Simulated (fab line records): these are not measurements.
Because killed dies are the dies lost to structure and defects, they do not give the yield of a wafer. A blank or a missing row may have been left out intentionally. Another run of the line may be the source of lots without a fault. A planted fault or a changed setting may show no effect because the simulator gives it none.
Chamber matching    flow gf180mcu    GF_V2_CMP_04 on cmp-02 has 4 sister chambers
The step polishes SiO2. 14 wafers are shown with their chamber, then 7 later ones without.

EACH WAFER AND ITS CHAMBER
wafer   chamber  motorCurrentA (A)  retainingRingPressureFrac  slurryFlowMlMin
L704.1  1        12.2               0.999                      149.2
L704.2  2        14.8               0.998                      150.1
L704.6  3        12.6               0.991                      149.7
L705.1  1        12.1               0.995                      149.4
L705.2  0        12.5               1.003                      150.0
L705.4  2        14.2               1.004                      149.9
L707.1  1        12.7               0.999                      149.8
L707.2  3        12.6               0.993                      150.3
L707.3  2        13.6               1.004                      149.9
L709.1  3        12.6               0.990                      150.5
L709.4  0        12.5               1.000                      150.6
L709.5  3        12.3               0.991                      150.7
L716.1  2        14.2               1.004                      150.2
L716.4  0        11.9               0.995                      150.2

SIGNATURES (means of the wafers above)
reading                    chamber 0  chamber 1  chamber 2  chamber 3  scatter within a chamber
motorCurrentA              12.300     12.333     14.200     12.525     0.351
retainingRingPressureFrac  0.99933    0.99767    1.00250    0.99125    0.00274
slurryFlowMlMin            150.267    149.467    150.025    150.300    0.316
Rule: for each reading, subtract the chamber's mean from the wafer's reading, divide by that reading's scatter and square the result; add these up over the readings and take the root, which gives the wafer's distance from the chamber. If the next closest chamber is less than 2 further off than the closest, the wafer can't be placed; otherwise it belongs to the closest. The scatter: take each reading less its chamber's mean, square it, sum over the shown wafers, divide by the number of wafers less the number of chambers, and take the root.

WAFERS WITHOUT THEIR CHAMBER
wafer   motorCurrentA (A)  retainingRingPressureFrac  slurryFlowMlMin
L716.5  12.2               1.011                      150.2
L720.2  12.5               1.001                      150.5
L720.5  12.2               1.005                      150.4
L720.6  12.4               1.004                      150.5
L721.1  12.4               1.011                      149.6
L721.4  11.9               0.997                      149.6
L721.5  13.6               0.995                      149.4

WHICH CHAMBER EACH ONE RAN IN
wafer   from the rows above                in truth
L716.5  can't be placed: 0 or 1            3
L720.2  0                                  0
L720.5  can't be placed: 0 or 1            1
L720.6  0                                  0
L721.1  can't be placed: 0 or 1 or 2       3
L721.4  can't be placed: 1 or 0            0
L721.5  can't be placed: 1 or 2 or 3 or 0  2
2 of 7 placed correctly. From these rows, 5 cannot be placed; in 3 the true chamber is one of the candidates. Placed wrongly: 0.
